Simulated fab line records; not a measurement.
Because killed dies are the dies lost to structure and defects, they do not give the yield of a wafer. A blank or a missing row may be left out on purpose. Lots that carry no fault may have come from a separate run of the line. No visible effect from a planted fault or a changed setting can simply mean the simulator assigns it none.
Which of the tools did it? || flow sky130 || 15 lots with 45 wafers sampled at 2 steps, on a route of 708 steps

## WHAT THE GAUGES READ, wafer by wafer
The record lacks any reading of a measuring or inspecting step that a usual standard deviation could be used to judge.

## TOOL THAT RAN EACH LOT (tool first, then ch and the chambers of the sampled wafers, then the start)
{"lot": "L327", "SKY_LOCAL_INTERCONNECT_SPUTTER_00": "pvd_sputter-02, day 30 11:43", "SKY_PAD_OPEN_PROBE_99": "prober-01, day 46 17:52"}
{"lot": "L328", "SKY_LOCAL_INTERCONNECT_SPUTTER_00": "pvd_sputter-04, day 30 12:13", "SKY_PAD_OPEN_PROBE_99": "-"}
{"lot": "L330", "SKY_LOCAL_INTERCONNECT_SPUTTER_00": "pvd_sputter-02, day 31 13:35", "SKY_PAD_OPEN_PROBE_99": "prober-01, day 47 10:38"}
{"lot": "L333", "SKY_LOCAL_INTERCONNECT_SPUTTER_00": "pvd_sputter-02, day 32 15:55", "SKY_PAD_OPEN_PROBE_99": "-"}
{"lot": "L334", "SKY_LOCAL_INTERCONNECT_SPUTTER_00": "pvd_sputter-02, day 32 20:04", "SKY_PAD_OPEN_PROBE_99": "-"}
{"lot": "L336", "SKY_LOCAL_INTERCONNECT_SPUTTER_00": "pvd_sputter-01, day 33 03:55", "SKY_PAD_OPEN_PROBE_99": "-"}
{"lot": "L335", "SKY_LOCAL_INTERCONNECT_SPUTTER_00": "pvd_sputter-04, day 33 05:52", "SKY_PAD_OPEN_PROBE_99": "prober-02, day 48 18:12"}
{"lot": "L340", "SKY_LOCAL_INTERCONNECT_SPUTTER_00": "pvd_sputter-02, day 34 11:07", "SKY_PAD_OPEN_PROBE_99": "-"}
{"lot": "L337", "SKY_LOCAL_INTERCONNECT_SPUTTER_00": "pvd_sputter-04, day 34 11:29", "SKY_PAD_OPEN_PROBE_99": "prober-02, day 49 13:07"}
{"lot": "L342", "SKY_LOCAL_INTERCONNECT_SPUTTER_00": "pvd_sputter-01, day 34 12:40", "SKY_PAD_OPEN_PROBE_99": "prober-01, day 49 17:31"}
{"lot": "L339", "SKY_LOCAL_INTERCONNECT_SPUTTER_00": "pvd_sputter-04, day 34 15:10", "SKY_PAD_OPEN_PROBE_99": "prober-02, day 49 17:56"}
{"lot": "L343", "SKY_LOCAL_INTERCONNECT_SPUTTER_00": "pvd_sputter-02, day 34 19:02", "SKY_PAD_OPEN_PROBE_99": "prober-01, day 50 00:31"}
{"lot": "L344", "SKY_LOCAL_INTERCONNECT_SPUTTER_00": "pvd_sputter-02, day 35 07:26", "SKY_PAD_OPEN_PROBE_99": "-"}
{"lot": "L347", "SKY_LOCAL_INTERCONNECT_SPUTTER_00": "pvd_sputter-02, day 35 19:22", "SKY_PAD_OPEN_PROBE_99": "prober-01, day 50 10:25"}
{"lot": "L349", "SKY_LOCAL_INTERCONNECT_SPUTTER_00": "pvd_sputter-01, day 36 11:14", "SKY_PAD_OPEN_PROBE_99": "prober-01, day 50 21:06"}
- SKY_LOCAL_INTERCONNECT_SPUTTER_00: material TiN, target thk 100 nm, time 83.3 s.
- SKY_PAD_OPEN_PROBE_99

## AS READ BY THE TOOLS THEMSELVES (means over the sampled wafers that have a number; for cases with no such wafer, the mark the record gives instead)
SKY_LOCAL_INTERCONNECT_SPUTTER_00. Usual: cathode_dc_power_W 6500.1 W, standard deviation 1.2; throttle_valve_pct 30.2 %, standard deviation 0.77.
{"lot": "L327", "tool": "pvd_sputter-02", "cathode_dc_power_W (W)": 6499.4, "throttle_valve_pct (%)": 30.7, "flag": ""}
{"lot": "L328", "tool": "pvd_sputter-04", "cathode_dc_power_W (W)": 6499.1, "throttle_valve_pct (%)": 30.5, "flag": ""}
{"lot": "L330", "tool": "pvd_sputter-02", "cathode_dc_power_W (W)": 6501.4, "throttle_valve_pct (%)": 30.5, "flag": ""}
{"lot": "L333", "tool": "pvd_sputter-02", "cathode_dc_power_W (W)": 6499.4, "throttle_valve_pct (%)": 31.0, "flag": ""}
{"lot": "L334", "tool": "pvd_sputter-02", "cathode_dc_power_W (W)": 6500.6, "throttle_valve_pct (%)": 31.0, "flag": ""}
{"lot": "L336", "tool": "pvd_sputter-01", "cathode_dc_power_W (W)": 6500.0, "throttle_valve_pct (%)": 29.2, "flag": ""}
{"lot": "L335", "tool": "pvd_sputter-04", "cathode_dc_power_W (W)": 6499.1, "throttle_valve_pct (%)": 30.0, "flag": ""}
{"lot": "L340", "tool": "pvd_sputter-02", "cathode_dc_power_W (W)": 6499.6, "throttle_valve_pct (%)": 31.3, "flag": ""}
{"lot": "L337", "tool": "pvd_sputter-04", "cathode_dc_power_W (W)": 6499.6, "throttle_valve_pct (%)": 30.1, "flag": ""}
{"lot": "L342", "tool": "pvd_sputter-01", "cathode_dc_power_W (W)": 6500.5, "throttle_valve_pct (%)": 29.6, "flag": ""}
{"lot": "L339", "tool": "pvd_sputter-04", "cathode_dc_power_W (W)": 6500.0, "throttle_valve_pct (%)": 30.1, "flag": ""}
{"lot": "L343", "tool": "pvd_sputter-02", "cathode_dc_power_W (W)": 6500.0, "throttle_valve_pct (%)": 31.7, "flag": ""}
{"lot": "L344", "tool": "pvd_sputter-02", "cathode_dc_power_W (W)": 6501.0, "throttle_valve_pct (%)": 30.1, "flag": ""}
{"lot": "L347", "tool": "pvd_sputter-02", "cathode_dc_power_W (W)": 6499.8, "throttle_valve_pct (%)": 30.8, "flag": ""}
{"lot": "L349", "tool": "pvd_sputter-01", "cathode_dc_power_W (W)": 6500.7, "throttle_valve_pct (%)": 30.0, "flag": ""}

SKY_PAD_OPEN_PROBE_99. Usual: killed_at_M0_to_M3 44, standard deviation 6.9; killed_at_M4_up 3.3, standard deviation 1.7; killed_at_contacts 24, standard deviation 5.5; killed_at_front_end 16, standard deviation 4.5; killed_at_other 0.2, standard deviation 0.46; killed_dies 87, standard deviation 9.1; killed_on_rim 17, standard deviation 3.6; killed_open 48, standard deviation 7.3; killed_short 39, standard deviation 6.2.
{"lot": "L327", "tool": "prober-01", "killed_at_M0_to_M3": 44, "killed_at_M4_up": 1.7, "killed_at_contacts": 25, "killed_at_front_end": 18, "killed_at_other": 0.3, "killed_dies": 90, "killed_on_rim": 17, "killed_open": 52, "killed_short": 36, "flag": ""}
{"lot": "L330", "tool": "prober-01", "killed_at_M0_to_M3": 42, "killed_at_M4_up": 3.3, "killed_at_contacts": 23, "killed_at_front_end": 14, "killed_at_other": 0.3, "killed_dies": 82, "killed_on_rim": 20, "killed_open": 44, "killed_short": 38, "flag": ""}
{"lot": "L335", "tool": "prober-02", "killed_at_M0_to_M3": 46, "killed_at_M4_up": 4.3, "killed_at_contacts": 69, "killed_at_front_end": 11, "killed_at_other": 0.0, "killed_dies": 130, "killed_on_rim": 25, "killed_open": 49, "killed_short": 39, "flag": "OFF"}
{"lot": "L337", "tool": "prober-02", "killed_at_M0_to_M3": 47, "killed_at_M4_up": 2.7, "killed_at_contacts": 68, "killed_at_front_end": 13, "killed_at_other": 0.0, "killed_dies": 130, "killed_on_rim": 22, "killed_open": 40, "killed_short": 45, "flag": "OFF"}
{"lot": "L342", "tool": "prober-01", "killed_at_M0_to_M3": 53, "killed_at_M4_up": 2.0, "killed_at_contacts": 23, "killed_at_front_end": 11, "killed_at_other": 0.0, "killed_dies": 89, "killed_on_rim": 18, "killed_open": 56, "killed_short": 33, "flag": ""}
{"lot": "L339", "tool": "prober-02", "killed_at_M0_to_M3": 46, "killed_at_M4_up": 1.7, "killed_at_contacts": 60, "killed_at_front_end": 16, "killed_at_other": 0.3, "killed_dies": 124, "killed_on_rim": 21, "killed_open": 49, "killed_short": 37, "flag": "OFF"}
{"lot": "L343", "tool": "prober-01", "killed_at_M0_to_M3": 48, "killed_at_M4_up": 3.3, "killed_at_contacts": 22, "killed_at_front_end": 15, "killed_at_other": 0.0, "killed_dies": 88, "killed_on_rim": 16, "killed_open": 48, "killed_short": 40, "flag": ""}
{"lot": "L347", "tool": "prober-01", "killed_at_M0_to_M3": 37, "killed_at_M4_up": 4.0, "killed_at_contacts": 26, "killed_at_front_end": 17, "killed_at_other": 0.0, "killed_dies": 84, "killed_on_rim": 16, "killed_open": 48, "killed_short": 36, "flag": ""}
{"lot": "L349", "tool": "prober-01", "killed_at_M0_to_M3": 44, "killed_at_M4_up": 2.0, "killed_at_contacts": 21, "killed_at_front_end": 14, "killed_at_other": 0.3, "killed_dies": 81, "killed_on_rim": 18, "killed_open": 41, "killed_short": 40, "flag": ""}

## THE ANSWER, worked out from the rows above alone
Rule: take the mean of a lot's wafers that have a number; if it is more than 3 standard deviations from the usual mean, the lot is off. Also off: a lot with no number at a reading for which 4 or more lots have one. Where the step has rows for the other lots, those lots are counted as sound. Order of review: gauges by route order, followed by the tools' own readings, for which a lot's mean as printed above is used. At the first step where some lot is off, the reading lying furthest off is the one used; lots without a number count as furthest.
Off: L335, L337, L339 (SKY_PAD_OPEN_PROBE_99, killed_at_contacts). Neither off nor sound, because the step has no rows for them: L328, L333, L334, L336, L340, L344.
A tool fits if, at that step or a process step before it, it ran every lot that is off, and no sound lot after the first of them. Undecided on this evidence; 2 tools fit (pvd_sputter-04 at SKY_LOCAL_INTERCONNECT_SPUTTER_00, prober-02 at SKY_PAD_OPEN_PROBE_99).

## WHAT THE SIMULATOR HAD PUT IN
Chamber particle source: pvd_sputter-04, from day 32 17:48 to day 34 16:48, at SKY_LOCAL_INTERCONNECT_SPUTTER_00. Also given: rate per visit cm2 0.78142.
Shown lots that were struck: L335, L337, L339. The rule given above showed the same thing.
